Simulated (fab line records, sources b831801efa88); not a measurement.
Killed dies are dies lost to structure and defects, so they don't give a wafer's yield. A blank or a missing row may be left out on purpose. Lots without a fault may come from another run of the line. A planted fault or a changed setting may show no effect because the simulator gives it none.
fab line records | flow sky130
record lots=6 wafers=18 last_day=50
route steps=708 shown LDD_N@249 LDD_P@255
lots that met no fault: from a run of the same line without faults
start_h: hours from the record's first day to the start of the lot's first wafer shown | wait_h: hours since the lot's step before | " the same as in the row above | L1.1+2: a row that stands for several wafers | - no value, or no start given | * or withheld: withheld | < > ~ a bound
route shown NAME@n: a module of which the file shows steps, and the number in the route of the first | usual: mean/standard deviation of fault-free wafers | same: alike in all rows | chamber/n: place in a boat | sites: the reading at each site | _std_site: their standard deviation | _edge_site: outer sites' mean less inner sites' | radius_mm: how far each site lies from the wafer's centre | mask NAME#n: copy n | behind: the tool/chamber that last shaped the wafer | hold: why the lot was held/for how many hours/how that ended | device: the transistor (n, p or np) that didn't switch | end of line: the same wafers' tests at the end of the route | a step without rows: its recipe alone | killed: dies lost to structure and defects at the first sort, not the wafer's yield | map: a wafer's dies, x killed, . not, _ none there
set.NAME: the setting as run; set.NAME@STEP: as run at that earlier step | model.NAME: the simulator's own value behind a step, which no gauge read
lots at some steps of the route; a table a step, a row a wafer
services: from which hour (start_h, from the record's first day; less than 0 if before it) a tool's chamber was out of use, for how many hours, and why
## steps
# step SKY_LDD_N_IMPLANT_12
# recipe species=BF2 energy_kev=50 dose_cm2=5e+12 tilt_deg=30 rotation_deg=0
# step SKY_LDD_N_IMPLANT_13
# recipe species=BF2 energy_kev=50 dose_cm2=5e+12 tilt_deg=30 rotation_deg=90
# step SKY_LDD_N_IMPLANT_14
# recipe species=BF2 energy_kev=50 dose_cm2=5e+12 tilt_deg=30 rotation_deg=180
# step SKY_LDD_N_IMPLANT_15
# recipe species=BF2 energy_kev=50 dose_cm2=5e+12 tilt_deg=30 rotation_deg=270
# step SKY_LDD_N_STRIP_16
# recipe chemistry=O2/N2 power_w=1400 pressure_mtorr=1500 platen_temp_c=withheld o2_flow_sccm=3000 n2_flow_sccm=300 overash_fraction=0.5
# usual drypump_motor_current_A=5.74/0.13 oes_product_au=0.407/0.0047 strip_time_to_endpoint_s=4.318/0.016
# columns lot.wafer tool chamber start_h wait_h drypump_motor_current_A oes_product_au rf_hours_counter_h strip_time_to_endpoint_s
L229.1 plasma_asher-04 0 467.62 0.1 5.75 0.403 63 4.327
L229.2 " 1 " " 5.85 0.405 63 4.323
L229.3 " 0 " " 5.74 0.409 - 4.334
L230.1 plasma_asher-01 0 478.06 0.1 5.49 0.405 3 4.302
L230.2 " 1 " " 5.72 0.400 3 4.327
L230.3 " 0 " " 5.48 0.414 - 4.314
L236.1 plasma_asher-01 0 534.52 0.1 5.46 0.401 9 4.298
L236.3 " 0 " " 5.49 0.402 - 4.342
L236.5 " 1 " " 5.74 0.414 - 4.324
L237.1 plasma_asher-01 1 538.51 0.1 5.73 0.416 9 4.337
L237.2 " 0 " " 5.50 0.398 9 4.329
L237.3 " 1 " " 5.74 0.406 - 4.338
L243.2 plasma_asher-02 1 592.71 0.1 5.89 0.411 46 4.344
L243.4 " 1 " " 5.85 0.412 - 4.316
L243.5 " 1 " " 5.87 0.408 - 4.322
L244.4 plasma_asher-02 1 601.14 0.1 5.88 0.415 - 4.318
L244.5 " 0 " " 5.62 0.408 - 4.325
L244.6 " 1 " " 5.84 0.407 - 4.316
# step SKY_LDD_N_TW_MEAS_17
# usual LDD_N_TW=2601/16
# columns lot.wafer tool chamber start_h wait_h LDD_N_TW
L229.1 film_metro-04 - 467.72 0.1 2585
L229.2 " - " " 2579
L229.3 " - " " 2602
L230.1 film_metro-01 - 478.16 0.1 2601
L230.2 " - " " 2598
L230.3 " - " " 2595
L236.1 film_metro-03 - 534.62 0.1 2587
L236.3 " - " " 2588
L236.5 " - " " 2590
L237.1 film_metro-01 - 538.61 0.1 2611
L237.2 " - " " 2594
L237.3 " - " " 2612
L243.2 film_metro-01 - 592.82 0.1 2616
L243.4 " - " " 2630
L243.5 " - " " 2619
L244.4 film_metro-04 - 601.23 0.1 2619
L244.5 " - " " 2616
L244.6 " - " " 2605
# step SKY_LDD_P_DEHYDRATE_00
# recipe temp_c=200 time_s=60
# step SKY_LDD_P_HMDS_01
# recipe prime_time_s=60 prime_temp_c=120
# step SKY_LDD_P_COAT_02
# recipe resist=NOVOLAK spin_rpm=3000 resist_thk_nm=1140
# step SKY_LDD_P_SOFTBAKE_03
# recipe temp_c=90 time_s=60 resist=NOVOLAK
# step SKY_LDD_P_EXPOSE_04
# recipe mask_id=PSDM na=0.6 source_shape=conventional sigma_outer=0.6 polarization=unpolarized target_cd_nm=380 dose_mj=138
# step SKY_LDD_P_PEB_05
# recipe temp_c=withheld time_s=* resist=NOVOLAK
# step SKY_LDD_P_DEVELOP_06
# recipe resist=NOVOLAK developer=TMAH develop_time_s=60 dev_temp_c=23
# usual chill_plate_temp_C=22.98/0.1 develop_time_s=60/0
# columns lot.wafer tool chamber start_h wait_h chill_plate_temp_C develop_time_s
L229.1 litho_track-01 0 498.37 0.1 22.94 60
L229.2 " 0 " " 23.03 60
L229.3 " 0 " " 23.18 60
L230.1 litho_track-04 0 509.12 0.1 23.06 60
L230.2 " 0 " " 23.05 60
L230.3 " 0 " " 23.11 60
L236.1 litho_track-03 - 564.18 0.1 - -
L236.3 " - " " - -
L236.5 " - " " - -
L237.1 litho_track-04 - 567.47 0.1 - -
L237.2 " - " " - -
L237.3 " - " " - -
L243.2 litho_track-03 0 621.76 0.1 22.99 60
L243.4 " 0 " " 22.98 60
L243.5 " 0 " " 22.98 60
L244.4 litho_track-03 0 630.36 0.1 23.00 60
L244.5 " 0 " " 22.86 60
L244.6 " 0 " " 22.87 60
# step SKY_LDD_P_CD_MEAS_07
# recipe target_cd_nm=380
# usual cd_nm=379.6/2.1
# columns lot.wafer tool chamber start_h wait_h cd_nm
L229.1 cd_sem-01 - 498.52 0.1 376.9
L229.2 " - " " 377.0
L229.3 " - " " 381.2
L230.1 cd_sem-02 - 509.27 0.1 382.3
L230.2 " - " " 384.0
L230.3 " - " " 380.9
L236.1 cd_sem-01 - 564.33 0.1 -
L236.3 " - " " -
L236.5 " - " " -
L237.1 cd_sem-01 - 567.62 0.1 -
L237.2 " - " " -
L237.3 " - " " -
L243.2 cd_sem-02 - 621.90 0.1 376.4
L243.4 " - " " 378.9
L243.5 " - " " 377.6
L244.4 cd_sem-02 - 630.49 0.1 380.5
L244.5 " - " " 380.7
L244.6 " - " " 379.3
## services
# columns tool chamber start_h hours kind
plasma_asher-01 - 446.57 1.9 repair
plasma_asher-01 - 450.67 1.9 repair
plasma_asher-01 - 457.51 12.3 repair
plasma_asher-01 - 507.00 1.2 repair
## key
first_sign step=SKY_LDD_P_DEVELOP_06 reading=tool_record direction=missing
effect none on later readings
met_at SKY_LDD_P_DEVELOP_06
struck_wafers L236.1,L236.3,L236.5,L237.1,L237.2,L237.3
rows_end L236.1,L236.3,L236.5
sort_left_out L237.1,L237.2,L237.3
tester_left_out L237
onset_between 509.12 564.18
fault kind=skipped_step_whole tool=litho_track-03,litho_track-04 chamber=- onset_h=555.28 steps=SKY_LDD_P_DEVELOP_06 scope=struck_lots_only
# tester_left_out: of these lots the tester's yield and bins aren't shown, on N5 and GAA mostly nor the transistor test; their killed dies are dies lost to structure and defects alone, not to doping, threshold or leakage, so they don't give the yield
# sort_left_out: the simulated sort isn't trusted on such a fault, so these wafers' sort isn't shown, and their yield isn't known
# rows_end: these wafers met a further fault down the route, and their rows from its step on are left out
